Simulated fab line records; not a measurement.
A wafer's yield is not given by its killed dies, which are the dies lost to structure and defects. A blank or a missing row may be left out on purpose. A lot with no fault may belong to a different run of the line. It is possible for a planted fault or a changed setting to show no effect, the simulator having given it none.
Which of the tools did it? + flow gf180mcu + 14 lots, 42 wafers sampled, at 5 steps of a route of 602

## WHAT THE GAUGES SHOWED, per wafer
GF_POLY_GATE_OVL_MEAS_11.
| lot  | measured     | on         | POLY_GATE_OVL (nm) |
|------|--------------|------------|--------------------|
| L369 | day 9 02:09  | overlay-01 | 0 1 5              |
| L370 | day 9 07:51  | overlay-01 | 1 6 1              |
| L371 | day 9 15:52  | overlay-01 | 5 7 3              |
| L373 | day 10 09:05 | overlay-02 | 6 2 6              |
| L375 | day 11 04:14 | overlay-02 | 1 1 0              |
| L376 | day 11 09:36 | overlay-01 | 10 12 7            |
| L377 | day 11 22:51 | overlay-02 | 6 5 5              |
| L378 | day 12 05:32 | overlay-01 | -2 -3 -2           |
| L379 | day 12 09:02 | overlay-01 | -3 -9 -11          |
| L381 | day 12 18:29 | overlay-02 | 11 12 3            |
| L382 | day 13 01:44 | overlay-02 | -4 -5 -8           |
| L383 | day 13 11:37 | overlay-02 | 1 0 8              |
| L390 | day 15 15:56 | overlay-01 | 11 5 6             |
| L391 | day 15 18:26 | overlay-01 | 4 7 4              |

GF_HV_LDD_CD_MEAS_07: target cd 400 nm.
| lot  | measured     | on        | cd nm (nm)        |
|------|--------------|-----------|-------------------|
| L369 | day 9 21:10  | cd sem-02 | 397.6 397.7 397.6 |
| L370 | day 10 03:29 | cd sem-02 | 400.2 402.1 400.5 |
| L371 | day 10 11:24 | cd sem-02 | 403.9 402.3 401.7 |
| L373 | day 11 07:50 | cd sem-02 | 400.8 399.9 400.4 |
| L375 | day 12 00:22 | cd sem-02 | 400.5 401.9 399.4 |
| L376 | day 12 06:13 | cd sem-02 | 394.7 392.6 396.3 |
| L377 | day 12 19:38 | cd sem-02 | 399.6 397.1 396.3 |
| L378 | day 13 02:31 | cd sem-02 | 401.6 401.4 401.7 |
| L379 | day 13 06:44 | cd sem-01 | 398.6 399.7 399.6 |
| L381 | day 13 16:03 | cd sem-02 | 400.8 401.3 399.5 |
| L382 | day 13 23:08 | cd sem-01 | 400.8 401.9 401.4 |
| L383 | day 14 09:43 | cd sem-01 | 398.4 403.2 399.5 |
| L390 | day 16 16:16 | cd sem-01 | 399.1 402.9 400.5 |
| L391 | day 16 20:20 | cd sem-01 | 403.3 404.3 403.7 |

GF_HV_LDD_OVL_MEAS_08.
| lot  | measured     | on         | HV_LDD_OVL (nm) |
|------|--------------|------------|-----------------|
| L369 | day 9 21:17  | overlay-01 | -0.6 -0.3 0.0   |
| L370 | day 10 03:35 | overlay-01 | 2.9 1.2 1.9     |
| L371 | day 10 11:29 | overlay-01 | 1.6 -0.7 0.0    |
| L373 | day 11 07:57 | overlay-02 | 2.5 2.6 2.4     |
| L375 | day 12 00:29 | overlay-02 | -0.6 -0.1 -0.6  |
| L376 | day 12 06:18 | overlay-02 | 0.4 1.3 0.9     |
| L377 | day 12 19:45 | overlay-01 | 0.3 0.3 0.4     |
| L378 | day 13 02:38 | overlay-02 | -0.4 0.2 -0.3   |
| L379 | day 13 06:50 | overlay-02 | 1.6 0.1 0.8     |
| L381 | day 13 16:08 | overlay-01 | 2.5 3.2 2.4     |
| L382 | day 13 23:14 | overlay-02 | 0.5 -0.5 -1.8   |
| L383 | day 14 09:50 | overlay-02 | -0.1 1.7 0.6    |
| L390 | day 16 16:23 | overlay-01 | 0.5 0.8 1.3     |
| L391 | day 16 20:26 | overlay-02 | 3.0 2.2 2.6     |

GF_HV_LDD_CD_MEAS_31: target cd 400 nm.
| lot  | measured     | on        | cd nm (nm)        |
|------|--------------|-----------|-------------------|
| L369 | day 11 08:48 | cd sem-02 | 402.3 400.9 399.5 |
| L370 | day 11 15:29 | cd sem-02 | 396.1 396.0 395.7 |
| L371 | day 11 23:50 | cd sem-02 | 398.8 397.6 398.9 |
| L373 | day 12 22:08 | cd sem-01 | 403.3 401.4 403.8 |
| L375 | day 13 16:40 | cd sem-02 | 400.5 400.3 399.4 |
| L376 | day 13 21:54 | cd sem-02 | 398.2 397.7 394.6 |
| L377 | day 14 12:38 | cd sem-01 | 402.0 399.6 399.1 |
| L378 | day 14 20:02 | cd sem-02 | 403.4 405.2 404.6 |
| L379 | day 15 00:04 | cd sem-01 | 376.8 377.4 377.5 |
| L381 | day 15 10:57 | cd sem-01 | 402.7 401.7 401.0 |
| L382 | day 15 18:29 | cd sem-02 | 395.1 395.8 396.2 |
| L383 | day 16 04:55 | cd sem-02 | 378.8 377.8 380.5 |
| L390 | day 18 15:53 | cd sem-01 | 398.1 397.0 398.8 |
| L391 | day 18 20:59 | cd sem-02 | 404.2 402.1 405.5 |

## WHAT TOOL EACH LOT RAN ON (gives the tool, then ch and the chambers of the sampled wafers, and finally the start)
| lot  | GF_HV_LDD_EXPOSE_28                 |
|------|-------------------------------------|
| L369 | iline stepper-01 ch 0, day 11 00:09 |
| L370 | iline stepper-01 ch 0, day 11 06:41 |
| L371 | iline stepper-01 ch 0, day 11 14:54 |
| L373 | iline stepper-02 ch 0, day 12 12:56 |
| L375 | iline stepper-02 ch 0, day 13 07:08 |
| L376 | iline stepper-02 ch 0, day 13 12:08 |
| L377 | iline stepper-02 ch 0, day 14 02:05 |
| L378 | iline stepper-01 ch 0, day 14 09:58 |
| L379 | iline stepper-02 ch 0, day 14 13:54 |
| L381 | iline stepper-01 ch 0, day 15 00:10 |
| L382 | iline stepper-01 ch 0, day 15 08:05 |
| L383 | iline stepper-02 ch 0, day 15 18:15 |
| L390 | iline stepper-01 ch 0, day 18 03:58 |
| L391 | iline stepper-01 ch 0, day 18 09:22 |
- GF_HV_LDD_EXPOSE_28: exposes mask Nplus HV AREA, target cd 400 nm.

## WHAT THE TOOLS THEMSELVES READ (means of the sampled wafers that have a number; where no wafer has one, the mark that the record gives instead)
GF_HV_LDD_EXPOSE_28.
| lot  | tool             | exposure dose mJ cm2 |
|------|------------------|----------------------|
| L369 | iline stepper-01 | 139.99               |
| L370 | iline stepper-01 | 140.02               |
| L371 | iline stepper-01 | 140.28               |
| L373 | iline stepper-02 | 140.10               |
| L375 | iline stepper-02 | 139.91               |
| L376 | iline stepper-02 | 139.84               |
| L377 | iline stepper-02 | 140.06               |
| L378 | iline stepper-01 | 139.92               |
| L379 | iline stepper-02 | 129.74               |
| L381 | iline stepper-01 | 139.77               |
| L382 | iline stepper-01 | 140.04               |
| L383 | iline stepper-02 | 129.61               |
| L390 | iline stepper-01 | 140.05               |
| L391 | iline stepper-01 | 140.04               |

## THE ANSWER, worked out from the rows above alone
Rule: usual is defined by the lots themselves. The widest of any qualifying gaps counts: lots, ordered by their means at a reading, are off when they make up no more than a third of the lots, leave a main group of 4 or more, and stand apart from it by 3 or more times the standard deviation of that group's means. A main group is skipped when, at the precision printed for the reading in the tables above, its means are all equal. Also off: a lot with no number at a reading for which 4 or more lots have one. The other lots that the step has rows for count as sound. Order of review: gauges by route order, followed by the tools' own readings, for which a lot's mean as printed above is used. At the first step where some lot is off, the reading lying furthest off is the one used; lots without a number count as furthest.
Off, at GF_HV_LDD_CD_MEAS_31 on cd nm: L379, L383. The main group has a mean of 399.9 nm with a standard deviation of 2.9.
If a tool, at a process step before that reading, ran all the lots that are off and no sound lot after the first of them, it fits. The gauges at GF_HV_LDD_CD_MEAS_31 aren't tried: what is off there is off at GF_HV_LDD_EXPOSE_28 too, on other tools, and a gauge's error can't cause that. One fits: GF_HV_LDD_EXPOSE_28 on iline stepper-02. A fault onset in the window from L377 (day 14 02:05, its last sound lot) to L379 (day 14 13:54, its first lot off) fits.
On the lots that are off, the tool's own readings at GF_HV_LDD_EXPOSE_28 differ by more than 5 times the standard deviation of the sound lots' means, which bears it out; exposure dose mJ cm2 reads 129.68 there versus 140.00 on the sound lots.

## WHAT THE SIMULATOR PUT IN
Process parameters drifting: iline stepper-02 at GF_HV_LDD_EXPOSE_28, beginning at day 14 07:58. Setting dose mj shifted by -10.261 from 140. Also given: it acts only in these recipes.
Lots struck among those shown: L379, L383. Same finding as the rule above.
